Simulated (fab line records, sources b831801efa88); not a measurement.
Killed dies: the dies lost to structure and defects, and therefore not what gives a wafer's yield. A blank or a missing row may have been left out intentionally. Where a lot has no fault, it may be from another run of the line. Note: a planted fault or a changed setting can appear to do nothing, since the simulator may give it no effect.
fab line records ; flow sfq-line
record: lots: 5; wafers: 23
route steps=325 shown M3@129 I3@134 M4@149 I4@163 JJ@180
start-h: the number of hours between the record's first day and the start of the first shown wafer of the lot ; wait-h: hours from the lot's prior step to this one ; " as in the row above ; L1.1+2: a row that stands for several wafers ; - no value present, or no start provided ; * or withheld: withheld ; < > ~ a bound
route shown NAME@n: names a module that has steps shown in the file, with the first one's number in the route ; usual: average and standard deviation across the fault-free wafers ; same: alike in all rows ; chamber/n: place in a boat ; sites: readings site by site ; _std_site: their standard deviation ; _edge_site: the outer-site mean with the inner-site mean subtracted ; radius-mm: for every site, how far away it sits from the centre of the wafer ; mask NAME#n: copy n ; behind: the tool/chamber that last shaped the wafer ; hold: what put the lot on hold/how long, in hours/how the hold closed ; device: the n, p or np transistor that did not switch ; end of line: the route-end tests of the same wafers ; a step without rows: its recipe alone ; killed: at the first sort, the dies lost to defects and structure; wafer yield is something else ; map: per-die view of a wafer (x killed, . not killed, _ where there is no die)
set.NAME: the setting as run; set.NAME@STEP: as run at that earlier step ; model.NAME: the simulator's own value behind a step, which no gauge read
lots run with intentionally changed settings; tables by step, rows by wafer
== steps ==
step: SFQ_TRILAYER_M3_BARC_OPEN_METAL_ETCH_100
recipe: mask-material: PR; chemistry: O2; target-depth-nm: 125; target: BARC; icp-w: 600; bias-w: 80; pressure-mtorr: 10; time-s: 41.7
lot.wafer;tool;chamber;start-h;wait-h;set.icp-w;set.dose-mj@TRILAYER_M3_LITHO_EXPOSE_076;model.M3.cd-nm
L074.1;rie-metal-04;1;545.64;0.0;600;13.51;508.8
L074.2;rie-metal-04;0;545.64;0.0;600;14.4;498.5
L074.3;rie-metal-04;0;545.64;0.0;570.5;14.4;498.1
L074.4;rie-metal-04;1;545.64;0.0;570.5;14.4;498.9
L074.6;rie-metal-04;0;545.64;0.0;570.5;13.51;508.9
L076.1;rie-metal-04;1;561.24;0.0;577.7;14.4;498.3
L076.2;rie-metal-04;0;561.24;0.0;600;13.74;506.4
L076.3;rie-metal-04;0;561.24;0.0;600;14.4;497.9
L076.5;rie-metal-04;1;561.24;0.0;577.7;14.4;499.2
L076.6;rie-metal-04;0;561.24;0.0;577.7;13.74;506.8
L080.1;rie-metal-01;0;595.69;0.0;600;14.4;498.1
L080.2;rie-metal-01;1;595.69;0.0;600;14.4;497.8
L080.3;rie-metal-01;1;595.69;0.0;553.2;14.4;497.2
L080.4;rie-metal-01;0;595.69;0.0;553.2;14.4;497.9
L080.5;rie-metal-01;1;595.69;0.0;600;14.4;497.9
L081.1;rie-metal-04;1;599.36;0.0;600;14.4;500.3
L081.2;rie-metal-04;0;599.36;0.0;575.5;14.4;498.6
L081.4;rie-metal-04;1;599.36;0.0;600;14.4;501.2
L081.5;rie-metal-04;0;599.36;0.0;600;14.4;499.8
L081.6;rie-metal-04;1;599.36;0.0;575.5;14.4;501.4
L082.1;rie-metal-04;1;605.36;0.0;600;14.4;499.8
L082.2;rie-metal-04;0;605.36;0.0;600;14.4;499
L082.4;rie-metal-04;1;605.36;0.0;600;14.4;499.6
step: SFQ_TRILAYER_M3_ETCH_METAL_ETCH_078
recipe: target: Nb; stop-on: SiO2; mask-material: PR; chemistry: Cl2/Ar; target-depth-nm: 240; icp-w: 600; bias-w: 80; pressure-mtorr: 10; time-s: 120
usual: oes-product-au: 0.894/0.0062
lot.wafer;tool;chamber;start-h;wait-h;set.time-s@TRILAYER_M3_DEP_SPUTTER_073;set.dose-mj@TRILAYER_M3_LITHO_EXPOSE_076;oes-product-au;model.M3.cd-nm
L074.1;rie-metal-04;1;545.70;0.0;133.3;13.51;0.889;508.3
L074.2;rie-metal-04;0;545.70;0.0;133.3;14.4;0.889;500.4
L074.3;rie-metal-04;0;545.70;0.0;113.3;14.4;0.817;500.4
L074.4;rie-metal-04;1;545.70;0.0;113.3;14.4;0.828;498.6
L074.6;rie-metal-04;0;545.70;0.0;133.3;13.51;0.896;510.9
L076.1;rie-metal-04;1;561.30;0.0;133.3;14.4;0.901;497.6
L076.2;rie-metal-04;0;561.30;0.0;133.3;13.74;0.891;508.4
L076.3;rie-metal-04;0;561.30;0.0;133.3;14.4;0.902;500.2
L076.5;rie-metal-04;1;561.30;0.0;133.3;14.4;0.888;498.4
L076.6;rie-metal-04;0;561.30;0.0;133.3;13.74;0.900;508.3
L080.1;rie-metal-01;0;595.75;0.0;125.5;14.4;0.868;498.3
L080.2;rie-metal-01;1;595.75;0.0;125.5;14.4;0.863;500.3
L080.3;rie-metal-01;1;595.75;0.0;125.5;14.4;0.863;500.1
L080.4;rie-metal-01;0;595.75;0.0;133.3;14.4;0.895;498.6
L080.5;rie-metal-01;1;595.75;0.0;133.3;14.4;0.889;501.2
L081.1;rie-metal-04;1;599.42;0.0;133.3;14.4;0.895;499.4
L081.2;rie-metal-04;0;599.42;0.0;133.3;14.4;0.895;501
L081.4;rie-metal-04;1;599.42;0.0;133.3;14.4;0.901;501.3
L081.5;rie-metal-04;0;599.42;0.0;133.3;14.4;0.894;502
L081.6;rie-metal-04;1;599.42;0.0;133.3;14.4;0.886;500.8
L082.1;rie-metal-04;1;605.42;0.0;133.3;14.4;0.893;499.6
L082.2;rie-metal-04;0;605.42;0.0;133.3;14.4;0.887;500.4
L082.4;rie-metal-04;1;605.42;0.0;133.3;14.4;0.885;499.5
step: SFQ_TRILAYER_I3_CMP_CMP_082
recipe: material: SiO2; down-force-psi: 3; platen-rpm: 60; pad-velocity-m-s: 0.94248
usual: time-to-endpoint-s: 214/8.3
lot.wafer;tool;chamber;start-h;wait-h;set.down-force-psi;time-to-endpoint-s
L074.3;cmp-02;2;552.17;5.4;3;210
L074.2;cmp-02;3;552.17;5.4;3;200
L074.1;cmp-02;0;552.17;5.4;3;200
L074.4;cmp-02;1;552.17;5.4;3;201
L074.6;cmp-02;3;554.67;7.8;3;213
L076.3;cmp-02;2;567.17;4.9;3.448;184
L076.2;cmp-02;3;567.17;4.9;3.448;185
L076.1;cmp-02;1;568.67;6.4;3.448;183
L076.6;cmp-02;2;568.67;6.4;3;225
L076.5;cmp-02;3;568.67;6.4;3;223
L080.3;cmp-01;2;602.95;6.3;2.707;239
L080.4;cmp-01;3;602.95;6.3;3;220
L080.2;cmp-01;0;602.95;6.3;3;215
L080.1;cmp-01;1;602.95;6.3;2.707;230
L080.5;cmp-01;3;605.45;8.7;3;217
L081.4;cmp-02;2;609.67;9.3;2.603;256
L081.1;cmp-02;3;609.67;9.3;2.603;241
L081.2;cmp-02;0;609.67;9.3;3;209
L081.6;cmp-02;1;609.67;9.3;3;205
L081.5;cmp-02;2;609.67;9.3;3;223
L082.4;cmp-02;2;615.17;8.8;3;226
L082.2;cmp-02;3;615.17;8.8;3;207
L082.1;cmp-02;0;615.17;8.8;3;215
step: SFQ_TRILAYER_I3_VIA_LITHO_EXPOSE_086
recipe: mask-id: I3; na: 0.6; source-shape: conventional; sigma-outer: 0.65; target-cd-nm: 500; dose-mj: 21.3
lot.wafer;tool;chamber;start-h;wait-h;mask;set.dose-mj
L074.1+2+3+4+6;krf-scanner-01;0;708.53;-;I3#0;21.3
L076.1+2+6;krf-scanner-01;0;730.16;-;I3#0;22.39
L076.3+5;krf-scanner-01;0;730.16;-;I3#0;21.3
L080.1+3+5;krf-scanner-01;0;762.56;-;I3#0;21.3
L080.2+4;krf-scanner-01;0;762.56;-;I3#0;22.58
L081.1+2+4;krf-scanner-01;0;774.51;-;I3#0;20.44
L081.5+6;krf-scanner-01;0;774.51;-;I3#0;21.3
L082.1+2+4;krf-scanner-01;0;781.71;-;I3#0;21.3
step: SFQ_TRILAYER_I3_VIA_LITHO_PEB_088
recipe: peb-temp-c: 115; peb-time-s: 60; resist: KrF
step: SFQ_TRILAYER_I3_VIA_LITHO_DEVELOP_087
recipe: time-s: 60; resist: KrF
step: SFQ_TRILAYER_I3_VIA_BARC_OPEN_VIA_ETCH_121
recipe: mask-material: PR; chemistry: O2; target-depth-nm: 125; target: BARC; source-w: 500; bias-w: 80; pressure-mtorr: 30; time-s: 41.7
lot.wafer;tool;chamber;start-h;wait-h;set.dose-mj@TRILAYER_I3_VIA_LITHO_EXPOSE_086;model.I3.cd-nm
L074.1+4;rie-diel-03;0,1;710.06;0.0;21.3;498.7
L074.2;rie-diel-03;2;710.06;0.0;21.3;500.2
L074.3;rie-diel-03;3;710.06;0.0;21.3;500.4
L074.6;rie-diel-03;3;710.06;0.0;21.3;500.5
L076.1;rie-diel-01;1;731.69;0.0;22.39;507.8
L076.2;rie-diel-01;2;731.69;0.0;22.39;508.4
L076.3;rie-diel-01;0;731.69;0.0;21.3;501.5
L076.5;rie-diel-01;2;731.69;0.0;21.3;499.9
L076.6;rie-diel-01;1;731.69;0.0;22.39;508.6
L080.1;rie-diel-03;1;764.09;0.0;21.3;500.6
L080.2;rie-diel-03;3;764.09;0.0;22.58;509.8
L080.3;rie-diel-03;2;764.09;0.0;21.3;497.8
L080.4;rie-diel-03;0;764.09;0.0;22.58;507.7
L080.5;rie-diel-03;0;764.09;0.0;21.3;499
L081.1;rie-diel-03;0;776.05;0.0;20.44;492.5
L081.2;rie-diel-03;2;776.05;0.0;20.44;494.3
L081.4;rie-diel-03;1;776.05;0.0;20.44;493.2
L081.5;rie-diel-03;1;776.05;0.0;21.3;500.3
L081.6;rie-diel-03;0;776.05;0.0;21.3;498.7
L082.1;rie-diel-04;0;783.25;0.0;21.3;498.2
L082.2;rie-diel-04;1;783.25;0.0;21.3;501.7
L082.4;rie-diel-04;2;783.25;0.0;21.3;499.4
step: SFQ_TRILAYER_I3_VIA_ETCH_VIA_ETCH_088
recipe: target: SiO2; stop-on: Nb; mask-material: PR; taper-deg: 20; chemistry: CHF3; target-depth-nm: 260; source-w: 492.5; bias-w: 80; pressure-mtorr: 30; time-s: withheld
lot.wafer;tool;chamber;start-h;wait-h;set.dose-mj@TRILAYER_I3_VIA_LITHO_EXPOSE_086;model.I3.cd-nm
L074.1;rie-diel-03;0;710.10;0.0;21.3;500
L074.2;rie-diel-03;2;710.10;0.0;21.3;499
L074.3;rie-diel-03;3;710.10;0.0;21.3;499.2
L074.4;rie-diel-03;1;710.10;0.0;21.3;499.4
L074.6;rie-diel-03;3;710.10;0.0;21.3;499.7
L076.1;rie-diel-01;1;731.73;0.0;22.39;508.5
L076.2;rie-diel-01;2;731.73;0.0;22.39;509.7
L076.3;rie-diel-01;0;731.73;0.0;21.3;500.3
L076.5;rie-diel-01;2;731.73;0.0;21.3;501.3
L076.6;rie-diel-01;1;731.73;0.0;22.39;508.7
L080.1;rie-diel-03;1;764.13;0.0;21.3;503.2
L080.2;rie-diel-03;3;764.13;0.0;22.58;507.4
L080.3;rie-diel-03;2;764.13;0.0;21.3;495.8
L080.4;rie-diel-03;0;764.13;0.0;22.58;509.1
L080.5;rie-diel-03;0;764.13;0.0;21.3;500.5
L081.1;rie-diel-03;0;776.09;0.0;20.44;492
L081.2;rie-diel-03;2;776.09;0.0;20.44;493.1
L081.4;rie-diel-03;1;776.09;0.0;20.44;494.1
L081.5;rie-diel-03;1;776.09;0.0;21.3;501.3
L081.6;rie-diel-03;0;776.09;0.0;21.3;499.9
L082.1;rie-diel-04;0;783.29;0.0;21.3;499.2
L082.2;rie-diel-04;1;783.29;0.0;21.3;502.5
L082.4;rie-diel-04;2;783.29;0.0;21.3;501.2
step: SFQ_TRILAYER_M4_DEP_SPUTTER_091
recipe: material: Nb; base-pressure-pa: 1.33e-06; chamber-pressure-pa: 0.1333; substrate-temp-c: 20; resputter-cathode-voltage-v: 400; target-thk-nm: 200; power-w: 2000; time-s: 133.3
lot.wafer;tool;chamber;start-h;wait-h;set.power-w;model.Nb_of_TRILAYER_M4_DEP_SPUTTER_091.thk-nm
L074.1;pvd-sputter-04;-;711.03;0.0;2000;202.9
L074.2;pvd-sputter-04;-;711.03;0.0;2000;203.6
L074.3;pvd-sputter-04;-;711.03;0.0;2000;198.8
L074.4;pvd-sputter-04;-;711.03;0.0;2000;200.7
L074.6;pvd-sputter-04;-;711.03;0.0;2000;202
L076.1;pvd-sputter-04;-;732.67;0.0;2148;216.5
L076.2;pvd-sputter-04;-;732.67;0.0;2000;198.6
L076.3;pvd-sputter-04;-;732.67;0.0;2000;200.9
L076.5;pvd-sputter-04;-;732.67;0.0;2148;216
L076.6;pvd-sputter-04;-;732.67;0.0;2000;201.6
L080.1;pvd-sputter-05;-;765.05;0.0;2000;200.1
L080.2;pvd-sputter-05;-;765.05;0.0;2070;208.7
L080.3;pvd-sputter-05;-;765.05;0.0;2070;207.7
L080.4;pvd-sputter-05;-;765.05;0.0;2000;200
L080.5;pvd-sputter-05;-;765.05;0.0;2070;207.5
L081.1;pvd-sputter-06;-;777.01;0.0;1805;181.2
L081.2;pvd-sputter-06;-;777.01;0.0;2000;199.6
L081.4;pvd-sputter-06;-;777.01;0.0;2000;199.7
L081.5;pvd-sputter-06;-;777.01;0.0;2000;201.5
L081.6;pvd-sputter-06;-;777.01;0.0;1805;183
L082.1;pvd-sputter-06;-;784.21;0.0;2000;203.8
L082.2;pvd-sputter-06;-;784.21;0.0;2000;205.3
L082.4;pvd-sputter-06;-;784.21;0.0;2000;202.8
step: SFQ_M4_RS_MEAS_924
recipe: thk-meas-gauge: four-point-probe; reads: Nb_of_TRILAYER_M4_DEP_SPUTTER_091
usual: M4_NB_RS: 0.880/0.0096
lot.wafer;tool;chamber;start-h;wait-h;set.power-w@TRILAYER_M4_DEP_SPUTTER_091;M4_NB_RS[ohm/sq]
L074.1;film-metro-01;-;711.13;0.0;2000;0.877
L074.2;film-metro-01;-;711.13;0.0;2000;0.874
L074.3;film-metro-01;-;711.13;0.0;2000;0.895
L074.4;film-metro-01;-;711.13;0.0;2000;0.889
L074.6;film-metro-01;-;711.13;0.0;2000;0.880
L076.1;film-metro-04;-;732.76;0.0;2148;0.819
L076.2;film-metro-04;-;732.76;0.0;2000;0.894
L076.3;film-metro-04;-;732.76;0.0;2000;0.883
L076.5;film-metro-04;-;732.76;0.0;2148;0.821
L076.6;film-metro-04;-;732.76;0.0;2000;0.880
L080.1;film-metro-04;-;765.14;0.0;2000;0.888
L080.2;film-metro-04;-;765.14;0.0;2070;0.852
L080.3;film-metro-04;-;765.14;0.0;2070;0.856
L080.4;film-metro-04;-;765.14;0.0;2000;0.886
L080.5;film-metro-04;-;765.14;0.0;2070;0.857
L081.1;film-metro-03;-;777.10;0.0;1805;0.980
L081.2;film-metro-03;-;777.10;0.0;2000;0.891
L081.4;film-metro-03;-;777.10;0.0;2000;0.890
L081.5;film-metro-03;-;777.10;0.0;2000;0.883
L081.6;film-metro-03;-;777.10;0.0;1805;0.970
L082.1;film-metro-04;-;784.30;0.0;2000;0.871
L082.2;film-metro-04;-;784.30;0.0;2000;0.865
L082.4;film-metro-04;-;784.30;0.0;2000;0.874
step: SFQ_TRILAYER_M4_LITHO_COAT_093
recipe: resist: KrF; spin-rpm: 3000; resist-thk-nm: 600
lot.wafer;tool;chamber;start-h;wait-h;set.resist-thk-nm;model.KrF_of_TRILAYER_M4_LITHO_COAT_093.thk-nm
L074.1;litho-track-04;0;711.61;0.2;600;599.9
L074.2;litho-track-04;0;711.61;0.2;623.6;624.2
L074.3;litho-track-04;0;711.61;0.2;623.6;624.4
L074.4;litho-track-04;0;711.61;0.2;600;600.4
L074.6;litho-track-04;0;711.61;0.2;600;601.3
L076.1;litho-track-03;0;733.24;0.2;612.6;-
L076.2;litho-track-03;0;733.24;0.2;600;599.9
L076.3;litho-track-03;0;733.24;0.2;612.6;612.5
L076.5;litho-track-03;0;733.24;0.2;600;-
L076.6;litho-track-03;0;733.24;0.2;600;598.3
L080.1;litho-track-02;0;765.62;0.2;613.7;612.1
L080.2;litho-track-02;0;765.62;0.2;613.7;613.2
L080.3;litho-track-02;0;765.62;0.2;613.7;611.8
L080.4;litho-track-02;0;765.62;0.2;600;597.3
L080.5;litho-track-02;0;765.62;0.2;600;597.4
L081.1;litho-track-04;0;777.58;0.2;571;-
L081.2;litho-track-04;0;777.58;0.2;571;569.6
L081.4;litho-track-04;0;777.58;0.2;600;597.4
L081.5;litho-track-04;0;777.58;0.2;600;599.9
L081.6;litho-track-04;0;777.58;0.2;600;-
L082.1;litho-track-04;0;784.78;0.2;600;599.4
L082.2;litho-track-04;0;784.78;0.2;600;599
L082.4;litho-track-04;0;784.78;0.2;600;598.6
step: SFQ_TRILAYER_M4_LITHO_SOFTBAKE_097
recipe: temp-c: withheld; time-s: withheld; resist: KrF
step: SFQ_TRILAYER_M4_LITHO_EXPOSE_094
recipe: mask-id: M4; na: 0.6; source-shape: conventional; sigma-outer: 0.65; target-cd-nm: 500; dose-mj: 14.4
step: SFQ_TRILAYER_M4_BARC_OPEN_METAL_ETCH_123
recipe: mask-material: PR; chemistry: O2; target-depth-nm: 125; target: BARC; icp-w: 600; bias-w: 80; pressure-mtorr: 10; time-s: 41.7
step: SFQ_TRILAYER_M4_ETCH_METAL_ETCH_096
recipe: target: Nb; stop-on: SiO2; mask-material: PR; chemistry: Cl2/Ar; target-depth-nm: 240; icp-w: 600; bias-w: 80; pressure-mtorr: 10; time-s: 120
usual: oes-product-au: 0.900/0.0066
lot.wafer;tool;chamber;start-h;wait-h;set.power-w@TRILAYER_M4_DEP_SPUTTER_091;oes-product-au
L074.1;rie-metal-03;0;852.62;0.0;2000;0.899
L074.2;rie-metal-03;1;852.62;0.0;2000;0.893
L074.3;rie-metal-03;0;852.62;0.0;2000;0.892
L074.4;rie-metal-03;1;852.62;0.0;2000;0.901
L074.6;rie-metal-03;1;852.62;0.0;2000;0.904
L076.1;rie-metal-04;1;868.22;0.0;2148;0.940
L076.2;rie-metal-04;0;868.22;0.0;2000;0.893
L076.3;rie-metal-04;0;868.22;0.0;2000;0.896
L076.5;rie-metal-04;0;868.22;0.0;2148;0.939
L076.6;rie-metal-04;1;868.22;0.0;2000;0.898
L080.1;rie-metal-04;0;895.82;0.0;2000;0.893
L080.2;rie-metal-04;1;895.82;0.0;2070;0.922
L080.3;rie-metal-04;1;895.82;0.0;2070;0.911
L080.4;rie-metal-04;0;895.82;0.0;2000;0.896
L080.5;rie-metal-04;1;895.82;0.0;2070;0.913
L081.1;rie-metal-04;0;906.74;0.0;1805;0.838
L081.2;rie-metal-04;1;906.74;0.0;2000;0.897
L081.4;rie-metal-04;1;906.74;0.0;2000;0.898
L081.5;rie-metal-04;1;906.74;0.0;2000;0.900
L081.6;rie-metal-04;0;906.74;0.0;1805;0.844
L082.1;rie-metal-04;0;915.14;0.0;2000;0.903
L082.2;rie-metal-04;1;915.14;0.0;2000;0.910
L082.4;rie-metal-04;0;915.14;0.0;2000;0.907
step: SFQ_TRILAYER_I4_DEP_PECVD_099
recipe: material: SiO2; temp-c: 150; time-s: 111.11; pressure-torr: 2.4; rf-w: 183.3; precursor: SiH4/N2O; target-thk-nm: 500
lot.wafer;tool;chamber;start-h;wait-h;set.time-s;model.SiO2_of_TRILAYER_I4_DEP_PECVD_099.thk-nm
L074.1;pecvd-04;0;853.52;0.0;111.11;492.3
L074.2;pecvd-04;1;853.52;0.0;111.11;496.1
L074.3;pecvd-04;2;853.52;0.0;111.11;488.3
L074.4;pecvd-04;1;853.52;0.0;111.11;503.6
L074.6;pecvd-04;0;853.52;0.0;111.11;500.9
L076.1;pecvd-02;0;869.12;0.0;111.11;488.3
L076.2;pecvd-02;2;869.12;0.0;95.92;425
L076.3;pecvd-02;1;869.12;0.0;111.11;487.2
L076.5;pecvd-02;0;869.12;0.0;111.11;498.5
L076.6;pecvd-02;1;869.12;0.0;95.92;427.9
L080.1;pecvd-01;2;896.72;0.0;111.11;488.4
L080.2;pecvd-01;1;896.72;0.0;101.3;443.8
L080.3;pecvd-01;0;896.72;0.0;111.11;487.5
L080.4;pecvd-01;2;896.72;0.0;111.11;501.4
L080.5;pecvd-01;1;896.72;0.0;101.3;453.5
L081.1;pecvd-02;0;907.66;0.0;111.11;494.6
L081.2;pecvd-02;2;907.66;0.0;111.11;493.9
L081.4;pecvd-02;0;907.66;0.0;111.11;494.4
L081.5;pecvd-02;2;907.66;0.0;111.11;499.3
L081.6;pecvd-02;1;907.66;0.0;111.11;502.4
L082.1;pecvd-01;1;916.07;0.0;111.11;499.4
L082.2;pecvd-01;0;916.07;0.0;111.11;497.8
L082.4;pecvd-01;1;916.07;0.0;111.11;509.3
step: SFQ_TRILAYER_I4_CMP_CMP_100
recipe: material: SiO2; down-force-psi: 3; platen-rpm: 60; pad-velocity-m-s: 0.94248
usual: time-to-endpoint-s: 212/9.4
lot.wafer;tool;chamber;start-h;wait-h;set.time-s@TRILAYER_I4_DEP_PECVD_099;time-to-endpoint-s
L074.3;cmp-02;3;893.09;39.5;111.11;194
L074.4;cmp-02;0;893.09;39.5;111.11;211
L074.2;cmp-02;1;893.09;39.5;111.11;203
L074.1;cmp-02;2;893.09;39.5;111.11;213
L074.6;cmp-02;3;893.09;39.5;111.11;210
L076.3;cmp-01;2;905.82;36.7;111.11;205
L076.2;cmp-01;0;906.82;37.7;95.92;158
L076.1;cmp-01;1;906.82;37.7;111.11;197
L076.5;cmp-01;2;906.82;37.7;111.11;206
L076.6;cmp-01;3;906.82;37.7;95.92;157
L080.4;cmp-01;2;934.05;37.3;111.11;208
L080.2;cmp-01;3;934.05;37.3;101.3;168
L080.1;cmp-01;0;934.05;37.3;111.11;203
L080.3;cmp-01;1;934.05;37.3;111.11;197
L080.5;cmp-01;3;936.55;39.8;101.3;180
L081.2;cmp-02;2;943.31;35.6;111.11;223
L081.1;cmp-02;3;943.31;35.6;111.11;220
L081.4;cmp-02;0;943.31;35.6;111.11;218
L081.5;cmp-02;2;945.31;37.6;111.11;229
L081.6;cmp-02;3;945.31;37.6;111.11;229
L082.1;cmp-02;2;958.31;42.2;111.11;222
L082.2;cmp-02;3;958.31;42.2;111.11;221
L082.4;cmp-02;0;958.31;42.2;111.11;230
step: SFQ_TRILAYER_I4_VIA_LITHO_PEB_106
recipe: peb-temp-c: 115; peb-time-s: 60; resist: KrF
lot.wafer;tool;chamber;start-h;wait-h;set.peb-time-s
L074.1+4;litho-track-03;0;900.35;1.0;64.21
L074.2+3+6;litho-track-03;0;900.35;1.0;60
L076.1+3+6;litho-track-01;0;912.21;1.0;60
L076.2+5;litho-track-01;0;912.21;1.0;53.89
L080.1+2+3+4+5;litho-track-03;0;1052.43;1.0;60
L081.1+2+4+5+6;litho-track-02;0;1062.03;1.0;60
L082.1+2+4;litho-track-01;0;1077.75;1.0;60
step: SFQ_TRILAYER_I4_VIA_LITHO_DEVELOP_105
recipe: time-s: 60; resist: KrF
step: SFQ_TRILAYER_I4_VIA_BARC_OPEN_VIA_ETCH_146
recipe: mask-material: PR; chemistry: O2; target-depth-nm: 125; target: BARC; source-w: 500; bias-w: 80; pressure-mtorr: 30; time-s: 41.7
lot.wafer;tool;chamber;start-h;wait-h;set.peb-time-s@TRILAYER_I4_VIA_LITHO_PEB_106;model.I4.cd-nm
L074.1;rie-diel-04;2;900.69;0.0;64.21;710.3
L074.2;rie-diel-04;3;900.69;0.0;60;702
L074.3;rie-diel-04;1;900.69;0.0;60;701.6
L074.4;rie-diel-04;0;900.69;0.0;64.21;709.7
L074.6;rie-diel-04;0;900.69;0.0;60;699.9
L076.1;rie-diel-02;3;912.55;0.0;60;699.4
L076.2;rie-diel-02;2;912.55;0.0;53.89;685.2
L076.3;rie-diel-02;0;912.55;0.0;60;700.5
L076.5;rie-diel-02;2;912.55;0.0;53.89;685.3
L076.6;rie-diel-02;1;912.55;0.0;60;699.8
L080.1;rie-diel-02;3;1052.76;0.0;60;699.6
L080.2;rie-diel-02;2;1052.76;0.0;60;701.5
L080.3;rie-diel-02;0;1052.76;0.0;60;701.4
L080.4;rie-diel-02;1;1052.76;0.0;60;700.9
L080.5;rie-diel-02;1;1052.76;0.0;60;700
L081.1;rie-diel-01;2;1062.36;0.0;60;699.1
L081.2+5;rie-diel-01;0,1;1062.36;0.0;60;699.2
L081.4;rie-diel-01;1;1062.36;0.0;60;699
L081.6;rie-diel-01;2;1062.36;0.0;60;698.6
L082.1;rie-diel-02;1;1078.09;0.0;60;702.4
L082.2;rie-diel-02;0;1078.09;0.0;60;702.1
L082.4;rie-diel-02;2;1078.09;0.0;60;700.1
step: SFQ_TRILAYER_JJ_TRILAYER_DEP_SPUTTER_110
recipe: material: Al; base-pressure-pa: 1.33e-06; target-thk-nm: 8; power-w: 500; time-s: 10; chamber-pressure-pa: 0.4
lot.wafer;tool;chamber;start-h;wait-h;set.power-w;model.Al_of_TRILAYER_JJ_TRILAYER_DEP_SPUTTER_110.thk-nm
L074.1;pvd-sputter-03;-;901.73;0.0;500;8.059
L074.2;pvd-sputter-03;-;901.73;0.0;440.3;7.011
L074.3;pvd-sputter-03;-;901.73;0.0;500;8.084
L074.4;pvd-sputter-03;-;901.73;0.0;440.3;7.118
L074.6;pvd-sputter-03;-;901.73;0.0;500;8.074
L076.1;pvd-sputter-03;-;913.58;0.0;500;8.065
L076.2;pvd-sputter-03;-;913.58;0.0;550.4;8.977
L076.3;pvd-sputter-03;-;913.58;0.0;550.4;8.903
L076.5;pvd-sputter-03;-;913.58;0.0;550.4;8.812
L076.6;pvd-sputter-03;-;913.58;0.0;500;8.043
L080.1;pvd-sputter-04;-;1053.79;0.0;500;7.918
L080.2;pvd-sputter-04;-;1053.79;0.0;500;7.792
L080.3;pvd-sputter-04;-;1053.79;0.0;500;7.767
L080.4;pvd-sputter-04;-;1053.79;0.0;500;7.91
L080.5;pvd-sputter-04;-;1053.79;0.0;500;7.832
L081.1;pvd-sputter-06;-;1063.39;0.0;500;7.776
L081.2;pvd-sputter-06;-;1063.39;0.0;500;7.666
L081.4;pvd-sputter-06;-;1063.39;0.0;458.3;7.218
L081.5;pvd-sputter-06;-;1063.39;0.0;458.3;7.03
L081.6;pvd-sputter-06;-;1063.39;0.0;500;7.694
L082.1;pvd-sputter-04;-;1079.32;0.0;500;7.88
L082.2;pvd-sputter-04;-;1079.32;0.0;500;7.98
L082.4;pvd-sputter-04;-;1079.32;0.0;500;7.913
== key ==
split: step: SFQ_TRILAYER_M3_BARC_OPEN_METAL_ETCH_100; setting: icp-w; stated: 600; by: wafer
response none clear
split: step: SFQ_TRILAYER_I3_CMP_CMP_082; setting: down-force-psi; stated: 3; by: wafer
response: step: SFQ_TRILAYER_I3_CMP_CMP_082; reading: time-to-endpoint-s; change: *; per: 1%; r: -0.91
split: step: SFQ_TRILAYER_I3_VIA_LITHO_EXPOSE_086; setting: dose-mj; stated: 21.3; by: wafer
response: step: SFQ_TRILAYER_I3_VIA_BARC_OPEN_VIA_ETCH_121; reading: model.I3.cd-nm; change: +1.54; per: 1%; r: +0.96
response: step: SFQ_TRILAYER_I3_VIA_ETCH_VIA_ETCH_088; reading: model.I3.cd-nm; change: +1.56; per: 1%; r: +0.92
split: step: SFQ_TRILAYER_M4_DEP_SPUTTER_091; setting: power-w; stated: 2000; by: wafer
response: step: SFQ_TRILAYER_M4_DEP_SPUTTER_091; reading: model.Nb_of_TRILAYER_M4_DEP_SPUTTER_091.thk-nm; change: +1.99; per: 1%; r: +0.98
response: step: SFQ_M4_RS_MEAS_924; reading: M4_NB_RS; change: -0.00893; per: 1%; r: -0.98
response: step: SFQ_TRILAYER_M4_ETCH_METAL_ETCH_096; reading: oes-product-au; change: +0.00586; per: 1%; r: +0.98
split: step: SFQ_TRILAYER_M4_LITHO_COAT_093; setting: resist-thk-nm; stated: 600; by: wafer
response: step: SFQ_TRILAYER_M4_LITHO_COAT_093; reading: model.KrF_of_TRILAYER_M4_LITHO_COAT_093.thk-nm; change: +6.13; per: 1%; r: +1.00
split: step: SFQ_TRILAYER_I4_DEP_PECVD_099; setting: time-s; stated: 111.11; by: wafer
response: step: SFQ_TRILAYER_I4_DEP_PECVD_099; reading: model.SiO2_of_TRILAYER_I4_DEP_PECVD_099.thk-nm; change: +4.81; per: 1%; r: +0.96
response: step: SFQ_TRILAYER_I4_CMP_CMP_100; reading: time-to-endpoint-s; change: *; per: 1%; r: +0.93
split: step: SFQ_TRILAYER_I4_VIA_LITHO_PEB_106; setting: peb-time-s; stated: 60; by: wafer
response: step: SFQ_TRILAYER_I4_VIA_BARC_OPEN_VIA_ETCH_146; reading: model.I4.cd-nm; change: +1.38; per: 1%; r: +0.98
split: step: SFQ_TRILAYER_JJ_TRILAYER_DEP_SPUTTER_110; setting: power-w; stated: 500; by: wafer
response: step: SFQ_TRILAYER_JJ_TRILAYER_DEP_SPUTTER_110; reading: model.Al_of_TRILAYER_JJ_TRILAYER_DEP_SPUTTER_110.thk-nm; change: +0.0811; per: 1%; r: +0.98
split outside-this-file step=SFQ_TRILAYER_M3_DEP_SPUTTER_073 setting=time-s
split outside-this-file step=SFQ_TRILAYER_M3_LITHO_EXPOSE_076 setting=dose-mj
split outside-this-file: this setting was split too, and the file shows its column; the key of that split is in another file
